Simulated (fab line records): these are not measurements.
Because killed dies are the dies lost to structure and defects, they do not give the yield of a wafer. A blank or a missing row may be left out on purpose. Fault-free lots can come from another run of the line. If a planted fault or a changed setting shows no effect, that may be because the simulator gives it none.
2 desks looking at one fault	flow gf180mcu	each desk has only its own numbers; what lay behind them comes last

## FROM THE METROLOGY DESK
What the gauges read for every lot (on any tool): the sampled wafers with a number, averaged. Marked OUT: a lot whose mean sits more than 4 standard deviations from the usual mean, which makes it out of limits; the brackets give that distance.
Columns: A = M1_OVL at GF_M1_OVL_MEAS_15, usual -3 nm; B = V1_CVD_02_THK at GF_V1_THK_MEAS_03, usual 845 nm
lot	first seen here	A	B
L121	day 17 11:47	-4	853
L122	day 18 03:24	-12	858
L123	day 18 13:56	-2	843
L124	day 18 19:58	-2	842
L126	day 19 07:21	3	846
L130	day 20 18:16	-4	864
L133	day 22 03:28	5	848
L136	day 23 00:07	-3	843
L139	day 23 21:19	-6	841
L140	day 24 05:54	-5	846
L141	day 24 16:53	-6	857
L142	day 24 19:45	6	831
L143	day 25 03:23	-9	861
This desk's finding: nothing out of limits on any of the 13 lots.

## FOR THE TOOL OWNER'S DESK: pecvd-04
The tool's own readings at GF_V1_CVD_02 (deposits SiO2 from TEOS, target thk 850 nm, time 94.851 s): means of the sampled wafers that have a number, for each lot that ran on this tool. Marked OUT: a lot whose mean sits more than 4 standard deviations from the usual mean, which makes it out of limits; the brackets give that distance.
Columns: A = heater-power-w at GF_V1_CVD_02, usual 731 W; B = run-length-s at GF_V1_CVD_02, usual 123.0 s
lot	first seen here	A	B
L126	day 19 08:13	721	122.4
L130	day 20 19:06	696	125.3 (+5.1) OUT
L133	day 22 04:17	831	124.8
L141	day 24 17:43	740	122.4
L142	day 24 20:37	692	122.7
Finding of this desk: L130 out of limits; the first was L130 at day 20 19:06, on run-length-s at GF_V1_CVD_02. Within limits: L126, L133, L141, L142.

## BROUGHT TOGETHER
At day 20 19:06, on L130, the tool owner's desk was in a position to raise an alarm.
At the metrology desk, nothing out of limits was observed.
The metrology desk has L130 on record, within its limits.
On pecvd-04, each named lot ran GF_V1_CVD_02.

## WHAT HAD BEEN PUT IN BY THE SIMULATOR
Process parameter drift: pecvd-04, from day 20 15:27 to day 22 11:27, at GF_V1_CVD_02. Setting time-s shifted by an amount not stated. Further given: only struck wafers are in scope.
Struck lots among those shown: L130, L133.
Each desk's first reading out of limits, in hours after the fault started: the tool owner's desk, 4.
